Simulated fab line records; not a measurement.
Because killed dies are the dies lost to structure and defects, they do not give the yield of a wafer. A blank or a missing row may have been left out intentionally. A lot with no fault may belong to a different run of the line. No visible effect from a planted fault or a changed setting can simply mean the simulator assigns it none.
The tool behind it: which one? -- flow gf180mcu -- 13 lots with 39 wafers sampled at 5 steps, on a route of 602 steps

== WHAT EACH GAUGE READ, for each wafer ==
GF_V5_THK_MEAS_25: measures by xrf. Usual: for V5_W_THK the level is 343 nm and the standard deviation is 5.9.
lot,measured,on,V5_W_THK (nm),flag
L256,day 27 08:44,film_metro-01,340 343 341,
L257,day 27 18:19,film_metro-02,347 344 348,
L259,day 28 14:45,film_metro-02,342 344 340,
L260,day 28 19:04,film_metro-02,361 353 343,
L261,day 29 06:03,film_metro-01,346 347 356,
L262,day 29 22:41,film_metro-04,337 345 339,
L268,day 31 03:22,film_metro-02,338 347 338,
L270,day 31 17:37,film_metro-04,346 344 348,
L272,day 32 07:25,film_metro-02,345 348 350,
L273,day 32 10:25,film_metro-04,335 346 339,
L274,day 32 18:35,film_metro-04,339 343 336,
L275,day 32 22:29,film_metro-01,347 363 344,
L279,day 33 18:30,film_metro-02,338 342 336,

GF_TOP_METAL_THK_MEAS_06: measures by xrf. Usual: for TOP_METAL_ALCU_THK the level is 908 nm and the standard deviation is 12.
lot,measured,on,TOP_METAL_ALCU_THK (nm),flag
L256,day 27 09:26,film_metro-03,895 888 900,
L257,day 27 19:01,film_metro-03,909 904 918,
L259,day 28 15:30,film_metro-02,913 895 899,
L260,day 28 19:46,film_metro-03,920 926 916,
L261,day 29 06:45,film_metro-02,902 907 897,
L262,day 29 23:23,film_metro-02,901 908 901,
L268,day 31 04:04,film_metro-02,908 891 872,
L270,day 31 18:19,film_metro-03,885 902 866,
L272,day 32 08:17,film_metro-03,891 895 892,
L273,day 32 11:52,film_metro-02,920 915 923,
L274,day 32 19:24,film_metro-03,914 920 918,
L275,day 32 23:31,film_metro-02,907 914 908,
L279,day 33 19:12,film_metro-02,891 899 887,

GF_TOP_METAL_OVL_MEAS_15. Usual: for TOP_METAL_OVL the level is 0.1 nm and the standard deviation is 1.9.
lot,measured,on,TOP_METAL_OVL (nm),flag
L256,day 28 05:22,overlay-02,-0.4 -1.8 -1.7,
L257,day 28 14:29,overlay-01,2.4 1.1 0.6,
L259,day 29 10:41,overlay-02,-0.2 -3.5 -4.1,
L260,day 29 15:13,overlay-01,1.4 1.3 2.2,
L261,day 30 01:52,overlay-01,1.5 3.5 3.4,
L262,day 30 17:22,overlay-01,4.3 2.2 1.3,
L268,day 31 22:22,overlay-02,-1.4 -2.1 0.3,
L270,day 32 11:11,overlay-02,-2.9 -2.6 -5.6,
L272,day 33 00:30,overlay-02,-1.0 -1.3 -2.2,
L273,day 33 04:16,overlay-01,1.6 1.4 -0.2,
L274,day 33 11:46,overlay-02,-0.4 0.7 0.6,
L275,day 33 14:58,overlay-02,-1.1 0.3 0.5,
L279,day 34 10:43,overlay-01,0.6 2.7 0.6,

== EACH LOT AND THE TOOL THAT RAN IT (in order: tool; ch and the chambers of the sampled wafers; start) ==
lot,GF_TOP_METAL_SPUTTER_03,GF_TOP_METAL_SPUTTER_04
L256,"pvd_sputter-04, day 27 09:14","pvd_sputter-04, day 27 09:16"
L257,"pvd_sputter-03, day 27 18:50","pvd_sputter-03, day 27 18:51"
L259,"pvd_sputter-03, day 28 15:16","pvd_sputter-03, day 28 15:17"
L260,"pvd_sputter-03, day 28 19:36","pvd_sputter-03, day 28 19:37"
L261,"pvd_sputter-03, day 29 06:35","pvd_sputter-03, day 29 06:36"
L262,"pvd_sputter-04, day 29 23:13","pvd_sputter-04, day 29 23:14"
L268,"pvd_sputter-04, day 31 03:53","pvd_sputter-04, day 31 03:54"
L270,"pvd_sputter-04, day 31 18:09","pvd_sputter-04, day 31 18:10"
L272,"pvd_sputter-02, day 32 08:07","pvd_sputter-02, day 32 08:08"
L273,"pvd_sputter-02, day 32 11:41","pvd_sputter-02, day 32 11:43"
L274,"pvd_sputter-03, day 32 19:14","pvd_sputter-03, day 32 19:14"
L275,"pvd_sputter-03, day 32 23:20","pvd_sputter-03, day 32 23:22"
L279,"pvd_sputter-02, day 33 19:02","pvd_sputter-02, day 33 19:03"
- GF_TOP_METAL_SPUTTER_03: material Ti, target thk 5 nm, time 3.3 s.
- GF_TOP_METAL_SPUTTER_04: material TiN, target thk 25 nm, time 20.8 s.

== AS READ BY THE TOOLS THEMSELVES (means over the sampled wafers that have a number; for cases with no such wafer, the mark the record gives instead) ==
GF_TOP_METAL_SPUTTER_03. Usual: throttle_valve_pct at 30.0 %, with a standard deviation of 0.73.
lot,tool,throttle_valve_pct (%),flag
L256,pvd_sputter-04,30.3,
L257,pvd_sputter-03,30.5,
L259,pvd_sputter-03,30.9,
L260,pvd_sputter-03,30.0,
L261,pvd_sputter-03,30.6,
L262,pvd_sputter-04,29.9,
L268,pvd_sputter-04,30.0,
L270,pvd_sputter-04,30.0,
L272,pvd_sputter-02,29.9,
L273,pvd_sputter-02,29.7,
L274,pvd_sputter-03,30.1,
L275,pvd_sputter-03,31.0,
L279,pvd_sputter-02,29.7,

GF_TOP_METAL_SPUTTER_04. Usual: throttle_valve_pct at 30.0 %, with a standard deviation of 0.71.
lot,tool,throttle_valve_pct (%),flag
L256,pvd_sputter-04,30.1,
L257,pvd_sputter-03,30.4,
L259,pvd_sputter-03,30.6,
L260,pvd_sputter-03,30.2,
L261,pvd_sputter-03,30.7,
L262,pvd_sputter-04,29.9,
L268,pvd_sputter-04,30.0,
L270,pvd_sputter-04,30.1,
L272,pvd_sputter-02,29.8,
L273,pvd_sputter-02,29.4,
L274,pvd_sputter-03,30.1,
L275,pvd_sputter-03,31.0,
L279,pvd_sputter-02,29.7,

== THE ANSWER, worked out from the rows above alone ==
Rule: lot off if the mean of its wafers having a number is beyond 3 standard deviations from the usual mean. Also off: a lot with no number at a reading for which 4 or more lots have one. Where the step has rows for the other lots, those lots are counted as sound. Order of review: gauges by route order, followed by the tools' own readings, for which a lot's mean as printed above is used. At the first step where some lot is off, the reading lying furthest off is the one used; lots without a number count as furthest.
None of the lots is off at any reading shown; this tells nothing.

== WHAT THE SIMULATOR HAD PUT IN ==
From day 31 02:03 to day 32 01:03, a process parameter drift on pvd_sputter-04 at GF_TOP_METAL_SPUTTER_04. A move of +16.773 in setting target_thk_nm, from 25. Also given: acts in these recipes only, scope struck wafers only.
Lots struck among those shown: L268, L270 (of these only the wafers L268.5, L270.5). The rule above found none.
